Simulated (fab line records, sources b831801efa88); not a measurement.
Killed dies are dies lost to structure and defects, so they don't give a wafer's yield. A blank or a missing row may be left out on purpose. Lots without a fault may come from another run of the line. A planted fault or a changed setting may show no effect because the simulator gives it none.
Chamber matching | flow sfq_line | SFQ_TRILAYER_I4_CMP_CMP_100 on cmp-01: 4 sister chambers
The step polishes SiO2. 4 wafers are shown with their chamber, then 10 later ones without.

WAFERS WITH THEIR CHAMBER
wafer  | chamber | motor_current_A (A)
L141.2 | 3       | 11.2
L141.1 | 1       | 10.5
L152.3 | 0       | 9.7
L152.5 | 2       | 10.7

WAFERS WITHOUT THEIR CHAMBER
wafer  | motor_current_A (A)
L152.6 | 10.5
L154.2 | 9.3
L154.3 | 10.7
L154.5 | 10.2
L157.4 | 11.2
L157.2 | 10.4
L157.6 | 9.9
L158.1 | 9.8
L158.3 | 10.7
L158.5 | 9.5

WHICH CHAMBER EACH WENT THROUGH
wafer  | from the rows above          | in truth
L152.6 | can't be placed: 1 or 2      | 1
L154.2 | 0                            | 0
L154.3 | can't be placed: 2 or 1      | 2
L154.5 | can't be placed: 1 or 0 or 2 | 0
L157.4 | 3                            | 3
L157.2 | can't be placed: 1 or 2      | 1
L157.6 | 0                            | 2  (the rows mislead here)
L158.1 | 0                            | 0
L158.3 | can't be placed: 2 or 1      | 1
L158.5 | 0                            | 0
Placed correctly: 4 of 10. Can't be placed from these rows: 5 (the true chamber is among the candidates in 5). Placed wrongly: 1.
How it was worked out, from the rows above alone: a wafer's distance from a chamber is the root of the sum, over the readings, of the square of ((its reading less the chamber's mean) divided by the reading's scatter). The wafer belongs to the nearest chamber; if the next one is less than 2 further off, it can't be placed. A chamber's mean is the mean of its shown wafers. The scatter: with one shown wafer a chamber, the root of the mean of the squares of how far each hidden wafer lies from its nearest shown one.
